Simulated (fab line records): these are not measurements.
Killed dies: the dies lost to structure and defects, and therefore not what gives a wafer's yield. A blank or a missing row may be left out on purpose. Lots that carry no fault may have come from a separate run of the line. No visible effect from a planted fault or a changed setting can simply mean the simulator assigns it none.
fab line records ; flow sky130
[record] lots = 5; wafers = 15; last-day = 49
route steps=708 shown SD_P@328 RES_XHIGH@332 SD_N@342
lots that met no fault: from a run of the same line without faults
start-h: hours from the record's opening day to when the first of the lot's shown wafers began ; wait-h: how many hours have passed since the lot's step before this one ; " unchanged from the row above ; L1.1+2: several wafers, shown together as one row ; - no value, or no start given ; * or withheld: withheld ; < > ~ a bound
route shown NAME@n: NAME is a module with steps in the file, n the number in the route of the first one ; usual: mean and standard deviation over wafers with no fault ; same: alike in all rows ; chamber/n: place in a boat ; sites: each site's reading ; _std_site: standard deviation across them ; _edge_site: inner sites' mean taken away from outer sites' mean ; radius-mm: how far each site lies from the wafer's centre ; mask NAME#n: copy n ; behind: the last tool/chamber to shape the wafer ; hold: what put the lot on hold/how long, in hours/how the hold closed ; device: the transistor (n, p or np) that didn't switch ; end of line: tests of these same wafers at the route's end ; where a step has no rows: the recipe by itself ; killed: dies that structure and defects cost at the first sort, which is not the same as the wafer's yield ; map: a wafer's dies, x killed, . not, _ none there
set.NAME: the run value of the setting; set.NAME@STEP: its run value at that earlier step ; model.NAME: the simulator's own value behind a step, which no gauge read
lots at selected steps of the route; one table per step, one row per wafer
services: when a tool's chamber went out of use (start-h, in hours from the record's first day, below 0 if earlier), for how many hours, and the reason
[[steps]]
[step SKY_SD_P_OVL_MEAS_08]
[usual] SD_P_OVL = -0.1/1.3
lot.wafer;tool;chamber;start-h;wait-h;SD_P_OVL[nm]
L155.4;overlay-01;-;597.80;0.1;-2.0
L155.5;overlay-01;-;597.80;0.1;-1.7
L155.6;overlay-01;-;597.80;0.1;-0.1
L156.4;overlay-01;-;615.37;0.1;-1.3
L156.5;overlay-01;-;615.37;0.1;-2.2
L156.6;overlay-01;-;615.37;0.1;0.0
L161.1;overlay-02;-;663.00;0.1;1.2
L161.2;overlay-02;-;663.00;0.1;-0.2
L161.6;overlay-02;-;663.00;0.1;0.0
L173.2;overlay-02;-;744.66;0.1;1.3
L173.4;overlay-02;-;744.66;0.1;2.7
L173.6;overlay-02;-;744.66;0.1;0.1
L174.2;overlay-02;-;747.44;0.1;1.5
L174.4;overlay-02;-;747.44;0.1;-0.9
L174.5;overlay-02;-;747.44;0.1;1.8
[step SKY_SD_P_IMPLANT_09]
[recipe] species = BF2; energy-kev = 20; dose-cm2 = 3e+15; tilt-deg = 0
[step SKY_SD_P_STRIP_10]
[recipe] chemistry = O2/N2; power-w = 1400; pressure-mtorr = 1500; platen-temp-c = withheld; o2-flow-sccm = 3000; n2-flow-sccm = 300; overash-fraction = 0.5
[usual] drypump-motor-current-A = 5.44/0.18; oes-product-au = 0.617/0.0043; strip-time-to-endpoint-s = 17.50/0.042
lot.wafer;tool;chamber;start-h;wait-h;drypump-motor-current-A;oes-product-au;rf-hours-counter-h;strip-time-to-endpoint-s
L155.4;plasma-asher-03;1;598.00;0.1;5.39;0.613;-;17.48
L155.5;plasma-asher-03;0;598.00;0.1;5.24;0.618;-;17.49
L155.6;plasma-asher-03;1;598.00;0.1;5.38;0.628;-;17.50
L156.4;plasma-asher-03;1;615.57;0.1;5.37;0.616;-;17.46
L156.5;plasma-asher-03;0;615.57;0.1;5.24;0.621;-;17.49
L156.6;plasma-asher-03;1;615.57;0.1;5.36;0.614;-;17.49
L161.1;plasma-asher-01;1;663.19;0.1;5.33;0.615;55;17.56
L161.2;plasma-asher-01;0;663.19;0.1;5.36;0.620;55;17.48
L161.6;plasma-asher-01;0;663.19;0.1;5.34;0.615;-;17.51
L173.2;plasma-asher-01;0;744.84;0.1;5.36;0.621;64;17.48
L173.4;plasma-asher-01;0;744.84;0.1;5.36;0.611;-;17.51
L173.6;plasma-asher-01;0;744.84;0.1;5.36;0.624;-;17.51
L174.2;plasma-asher-04;0;747.62;0.1;5.42;0.618;92;17.55
L174.4;plasma-asher-04;1;747.62;0.1;5.82;0.618;-;17.55
L174.5;plasma-asher-04;0;747.62;0.1;5.42;0.619;-;17.49
[step SKY_SD_P_TW_MEAS_11]
[usual] SD_P_TW = 2786/17
lot.wafer;tool;chamber;start-h;wait-h;SD_P_TW
L155.4;film-metro-04;-;598.10;0.1;2802
L155.5;film-metro-04;-;598.10;0.1;2802
L155.6;film-metro-04;-;598.10;0.1;2801
L156.4;film-metro-02;-;615.67;0.1;2774
L156.5;film-metro-02;-;615.67;0.1;2765
L156.6;film-metro-02;-;615.67;0.1;2768
L161.1;film-metro-01;-;663.29;0.1;2803
L161.2;film-metro-01;-;663.29;0.1;2794
L161.6;film-metro-01;-;663.29;0.1;2783
L173.2;film-metro-01;-;744.95;0.1;2787
L173.4;film-metro-01;-;744.95;0.1;2791
L173.6;film-metro-01;-;744.95;0.1;2773
L174.2;film-metro-02;-;747.73;0.1;2769
L174.4;film-metro-02;-;747.73;0.1;2763
L174.5;film-metro-02;-;747.73;0.1;2766
[step SKY_RES_XHIGH_DEHYDRATE_00]
[recipe] temp-c = 200; time-s = 60
[step SKY_RES_XHIGH_HMDS_01]
[recipe] prime-time-s = 60; prime-temp-c = 120
[step SKY_RES_XHIGH_COAT_02]
[recipe] resist = NOVOLAK; spin-rpm = 3000; resist-thk-nm = 1140
[step SKY_RES_XHIGH_SOFTBAKE_03]
[recipe] temp-c = 90; time-s = 60; resist = NOVOLAK
[step SKY_RES_XHIGH_EXPOSE_04]
[recipe] mask-id = URPM; na = 0.6; source-shape = conventional; sigma-outer = 0.6; polarization = unpolarized; target-cd-nm = 1270; dose-mj = 140
[step SKY_RES_XHIGH_PEB_05]
[recipe] temp-c = withheld; time-s = *; resist = NOVOLAK
[step SKY_RES_XHIGH_DEVELOP_06]
[recipe] resist = NOVOLAK; developer = TMAH; develop-time-s = 60; dev-temp-c = 23
[step SKY_RES_XHIGH_IMPLANT_07]
[recipe] species = BF2; energy-kev = 20; dose-cm2 = 3.6e+14; tilt-deg = 0
[step SKY_RES_XHIGH_STRIP_08]
[recipe] chemistry = O2/N2; power-w = 1400; pressure-mtorr = 1500; platen-temp-c = withheld; o2-flow-sccm = 3000; n2-flow-sccm = 300; overash-fraction = 0.5
[usual] drypump-motor-current-A = 5.6/0.36; oes-product-au = 0.710/0.0044; strip-time-to-endpoint-s = 14.28/0.049
lot.wafer;tool;chamber;start-h;wait-h;drypump-motor-current-A;oes-product-au;rf-hours-counter-h;strip-time-to-endpoint-s;model.NOVOLAK_of_RES_XHIGH_COAT_02.thk-nm
L155.4;plasma-asher-04;0;627.12;0.1;5.4;0.711;-;14.25;0
L155.5;plasma-asher-04;1;627.12;0.1;5.8;0.710;-;14.26;0
L155.6;plasma-asher-04;0;627.12;0.1;5.4;0.707;-;14.23;0
L156.4;plasma-asher-02;0;644.37;0.1;6.4;0.709;-;14.31;0
L156.5;plasma-asher-02;0;644.37;0.1;6.4;0.710;-;14.32;0
L156.6;plasma-asher-02;1;644.37;0.1;5.4;0.716;-;14.31;0
L161.1;plasma-asher-02;1;691.96;0.1;5.4;0.924;99;-;439.5
L161.2;plasma-asher-02;0;691.96;0.1;6.4;0.931;99;-;440.9
L161.6;plasma-asher-02;1;691.96;0.1;5.4;0.941;-;-;440.1
L173.2;plasma-asher-04;0;772.66;0.1;5.4;0.715;94;14.33;0
L173.4;plasma-asher-04;1;772.66;0.1;5.8;0.708;-;14.33;0
L173.6;plasma-asher-04;1;772.66;0.1;5.8;0.707;-;14.30;0
L174.2;plasma-asher-01;1;774.68;0.1;5.3;0.712;66;14.31;0
L174.4;plasma-asher-01;1;774.68;0.1;5.3;0.711;-;14.31;0
L174.5;plasma-asher-01;0;774.68;0.1;5.4;0.717;-;14.33;0
[step SKY_RES_XHIGH_TW_MEAS_09]
[usual] RES_XHIGH_TW = 1612/8.5
lot.wafer;tool;chamber;start-h;wait-h;RES_XHIGH_TW
L155.4;film-metro-02;-;627.21;0.1;1609
L155.5;film-metro-02;-;627.21;0.1;1605
L155.6;film-metro-02;-;627.21;0.1;1608
L156.4;film-metro-02;-;644.47;0.1;1608
L156.5;film-metro-02;-;644.47;0.1;1611
L156.6;film-metro-02;-;644.47;0.1;1606
L161.1;film-metro-02;-;692.06;0.1;1617
L161.2;film-metro-02;-;692.06;0.1;1610
L161.6;film-metro-02;-;692.06;0.1;1606
L173.2;film-metro-01;-;772.77;0.1;1614
L173.4;film-metro-01;-;772.77;0.1;1605
L173.6;film-metro-01;-;772.77;0.1;1593
L174.2;film-metro-04;-;774.79;0.1;1621
L174.4;film-metro-04;-;774.79;0.1;1621
L174.5;film-metro-04;-;774.79;0.1;1624
[step SKY_SD_N_DEHYDRATE_00]
[recipe] temp-c = 200; time-s = 60
[step SKY_SD_N_HMDS_01]
[recipe] prime-time-s = 60; prime-temp-c = 120
[step SKY_SD_N_COAT_02]
[recipe] resist = NOVOLAK; spin-rpm = 3000; resist-thk-nm = 1140
[step SKY_SD_N_SOFTBAKE_03]
[recipe] temp-c = 90; time-s = 60; resist = NOVOLAK
[step SKY_SD_N_EXPOSE_04]
[recipe] mask-id = NSDM; na = 0.6; source-shape = conventional; sigma-outer = 0.6; polarization = unpolarized; target-cd-nm = 380; dose-mj = 141
[step SKY_SD_N_PEB_05]
[recipe] temp-c = withheld; time-s = *; resist = NOVOLAK
[step SKY_SD_N_DEVELOP_06]
[recipe] resist = NOVOLAK; developer = TMAH; develop-time-s = 60; dev-temp-c = 23
[step SKY_SD_N_CD_MEAS_07]
[recipe] target-cd-nm = 380
[usual] cd-nm = 380.2/2.1
lot.wafer;tool;chamber;start-h;wait-h;cd-nm
L155.4;cd-sem-01;-;656.34;0.1;380.1
L155.5;cd-sem-01;-;656.34;0.1;378.6
L155.6;cd-sem-01;-;656.34;0.1;381.3
L156.4;cd-sem-01;-;672.62;0.1;379.0
L156.5;cd-sem-01;-;672.62;0.1;378.4
L156.6;cd-sem-01;-;672.62;0.1;377.7
L161.1;cd-sem-01;-;719.26;0.1;381.9
L161.2;cd-sem-01;-;719.26;0.1;382.8
L161.6;cd-sem-01;-;719.26;0.1;384.5
L173.2;cd-sem-01;-;799.55;0.1;386.0
L173.4;cd-sem-01;-;799.55;0.1;383.7
L173.6;cd-sem-01;-;799.55;0.1;384.4
L174.2;cd-sem-02;-;801.08;0.1;378.9
L174.4;cd-sem-02;-;801.08;0.1;381.9
L174.5;cd-sem-02;-;801.08;0.1;379.5
[step SKY_SD_N_OVL_MEAS_08]
[usual] SD_N_OVL = 0.1/1.5
lot.wafer;tool;chamber;start-h;wait-h;SD_N_OVL[nm]
L155.4;overlay-02;-;656.42;0.1;0.9
L155.5;overlay-02;-;656.42;0.1;3.1
L155.6;overlay-02;-;656.42;0.1;-1.6
L156.4;overlay-01;-;672.70;0.1;-0.6
L156.5;overlay-01;-;672.70;0.1;-1.5
L156.6;overlay-01;-;672.70;0.1;-1.8
L161.1;overlay-01;-;719.38;0.1;-0.1
L161.2;overlay-01;-;719.38;0.1;2.9
L161.6;overlay-01;-;719.38;0.1;-2.5
L173.2;overlay-01;-;799.66;0.1;3.3
L173.4;overlay-01;-;799.66;0.1;1.4
L173.6;overlay-01;-;799.66;0.1;1.2
L174.2;overlay-02;-;801.19;0.1;0.8
L174.4;overlay-02;-;801.19;0.1;2.5
L174.5;overlay-02;-;801.19;0.1;-0.8
[step SKY_SD_N_IMPLANT_09]
[recipe] species = As; energy-kev = 50; dose-cm2 = 4e+15; tilt-deg = 0
[step SKY_SD_N_IMPLANT_10]
[recipe] species = P; energy-kev = 20; dose-cm2 = 1e+14; tilt-deg = 0
[step SKY_SD_N_STRIP_11]
[recipe] chemistry = O2/N2; power-w = 1400; pressure-mtorr = 1500; platen-temp-c = withheld; o2-flow-sccm = 3000; n2-flow-sccm = 300; overash-fraction = 0.5
[usual] drypump-motor-current-A = 5.5/0.36; oes-product-au = 0.527/0.0044; strip-time-to-endpoint-s = 22.54/0.043
lot.wafer;tool;chamber;start-h;wait-h;drypump-motor-current-A;oes-product-au;rf-hours-counter-h;strip-time-to-endpoint-s
L155.4;plasma-asher-02;0;656.77;0.1;6.3;0.519;-;22.57
L155.5;plasma-asher-02;1;656.77;0.1;5.4;0.530;-;22.59
L155.6;plasma-asher-02;0;656.77;0.1;6.4;0.528;-;22.59
L156.4;plasma-asher-03;1;673.05;0.1;5.4;0.536;-;22.50
L156.5;plasma-asher-03;1;673.05;0.1;5.4;0.521;-;22.48
L156.6;plasma-asher-03;0;673.05;0.1;5.3;0.523;-;22.50
L161.1;plasma-asher-01;1;719.72;0.1;5.3;0.576;61;29.11
L161.2;plasma-asher-01;0;719.72;0.1;5.4;0.581;61;29.12
L161.6;plasma-asher-01;0;719.72;0.1;5.4;0.570;-;29.15
L173.2;plasma-asher-01;0;799.99;0.1;5.4;0.526;69;22.54
L173.4;plasma-asher-01;1;799.99;0.1;5.3;0.529;-;22.51
L173.6;plasma-asher-01;0;799.99;0.1;5.4;0.525;-;22.48
L174.2;plasma-asher-03;0;801.52;0.1;5.3;0.522;36;22.45
L174.4;plasma-asher-03;1;801.52;0.1;5.4;0.532;-;22.49
L174.5;plasma-asher-03;1;801.52;0.1;5.4;0.524;-;22.49
[step SKY_SD_N_TW_MEAS_12]
[usual] SD_N_TW = 3922/24
lot.wafer;tool;chamber;start-h;wait-h;SD_N_TW
L155.4;film-metro-02;-;656.87;0.1;3924
L155.5;film-metro-02;-;656.87;0.1;3931
L155.6;film-metro-02;-;656.87;0.1;3916
L156.4;film-metro-04;-;673.15;0.1;3941
L156.5;film-metro-04;-;673.15;0.1;3967
L156.6;film-metro-04;-;673.15;0.1;3964
L161.1;film-metro-04;-;719.82;0.1;30
L161.2;film-metro-04;-;719.82;0.1;30
L161.6;film-metro-04;-;719.82;0.1;30
L173.2;film-metro-01;-;800.10;0.1;3957
L173.4;film-metro-01;-;800.10;0.1;3949
L173.6;film-metro-01;-;800.10;0.1;3958
L174.2;film-metro-02;-;801.63;0.1;3931
L174.4;film-metro-02;-;801.63;0.1;3892
L174.5;film-metro-02;-;801.63;0.1;3880
[step SKY_SD_N_CLEAN_13]
[recipe] chemistry = SC1/SC2; mix = 1:4:20; temp-c = 70; time-s = 150; dry = n2-spin
[[services]]
tool;chamber;start-h;hours;kind
plasma-asher-03;-;611.41;1.9;repair
plasma-asher-01;-;618.65;1.5;repair
plasma-asher-01;-;665.34;1.1;repair
plasma-asher-04;-;669.09;1.5;repair
plasma-asher-03;-;719.11;4.5;repair
plasma-asher-02;-;733.75;9.0;pm
plasma-asher-02;0;733.75;9.0;vent-cycle
plasma-asher-02;1;733.75;9.0;vent-cycle
plasma-asher-02;0;742.75;-;clean
plasma-asher-02;1;742.75;-;clean
plasma-asher-04;-;779.48;10.0;repair
[[key]]
[first-sign] step = SKY_RES_XHIGH_STRIP_08; reading = oes-product-au; direction = up; sigmas = 51; usual = 0.710; struck = 0.932
[effect] step = SKY_SD_N_STRIP_11; reading = strip-time-to-endpoint-s; direction = up; sigmas = 99+; usual = *; struck = *
[effect] step = SKY_SD_N_TW_MEAS_12; reading = SD_N_TW; direction = down; sigmas = 99+; usual = 3922; struck = 30
[model-effect] step = SKY_RES_XHIGH_STRIP_08; value = NOVOLAK_of_RES_XHIGH_COAT_02.thk-nm; without = 0; struck = 440.2
met-at SKY_RES_XHIGH_STRIP_08
struck-wafers L161.1,L161.2,L161.6
sort-left-out L161.1,L161.2,L161.6
tester-left-out L161
onset-between 644.37 691.96
[fault] kind = strip-aborted; tool = plasma-asher-02; chamber = -; onset-h = 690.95; steps = SKY_RES_XHIGH_STRIP_08; offset = 0.64623; end-h = 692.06
// tester-left-out: of these lots the tester's yield and bins aren't shown, on N5 and GAA mostly nor the transistor test; their killed dies are dies lost to structure and defects alone, not to doping, threshold or leakage, so they don't give the yield
// sort-left-out: the simulated sort isn't trusted on such a fault, so these wafers' sort isn't shown, and their yield isn't known
